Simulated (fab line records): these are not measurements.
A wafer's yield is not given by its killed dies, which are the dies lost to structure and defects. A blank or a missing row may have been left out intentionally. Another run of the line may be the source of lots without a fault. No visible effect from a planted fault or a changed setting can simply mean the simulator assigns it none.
Chamber matching    flow gf180mcu    3 sister chambers for GF_V4_CVD_00 on hdpcvd-02
The step deposits SiO2, target thk 600 nm, time 100 s. 14 wafers are shown with their chamber, then 6 later ones without.

WAFERS PAIRED WITH THEIR CHAMBERS
wafer   chamber  sih4FlowSccm (sccm)  pressureMtorr (mTorr)
L692.1  1        59.97                6.012
L692.2  2        59.86                5.983
L692.3  0        59.94                5.996
L701.3  1        60.34                6.005
L701.6  1        60.46                6.001
L702.1  0        59.68                6.011
L702.4  0        60.03                5.987
L703.3  0        59.84                5.979
L711.2  0        60.05                6.010
L711.4  0        60.07                6.005
L711.5  1        60.04                5.988
L712.2  0        60.05                5.982
L712.3  1        60.05                6.019
L712.5  0        59.90                5.995

SIGNATURES, as means of the wafers listed above
reading        chamber 0  chamber 1  chamber 2  scatter within a chamber
sih4FlowSccm   59.9450    60.1720    59.8600    0.169
pressureMtorr  5.99563    6.00500    5.98300    0.0121
Rule: distance of a wafer from a chamber = root of the sum over the readings of ((wafer's reading minus chamber's mean) / reading's scatter) squared. If the next closest chamber is less than 2 further off than the closest, the wafer can't be placed; otherwise it belongs to the closest. How the scatter is found: for the shown wafers, subtract from each reading the mean of its chamber, square and add these, divide the total by (wafers less chambers), then take the root.

WAFERS WHOSE CHAMBER IS MISSING
wafer   sih4FlowSccm (sccm)  pressureMtorr (mTorr)
L714.1  60.12                5.995
L714.4  60.25                6.026
L714.6  60.14                6.011
L715.4  60.09                5.997
L715.5  59.99                6.004
L715.6  60.04                5.988

CHAMBER TAKEN BY EACH
wafer   from the rows above           in truth
L714.1  can't be placed: 1 or 0 or 2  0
L714.4  can't be placed: 1 or 0       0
L714.6  can't be placed: 1 or 0       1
L715.4  can't be placed: 1 or 0 or 2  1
L715.5  can't be placed: 0 or 1 or 2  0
L715.6  can't be placed: 0 or 2 or 1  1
0 of 6 placed correctly. Cannot be placed on the basis of these rows: 6; the candidates contain the true chamber in 6. Placed wrongly: 0.
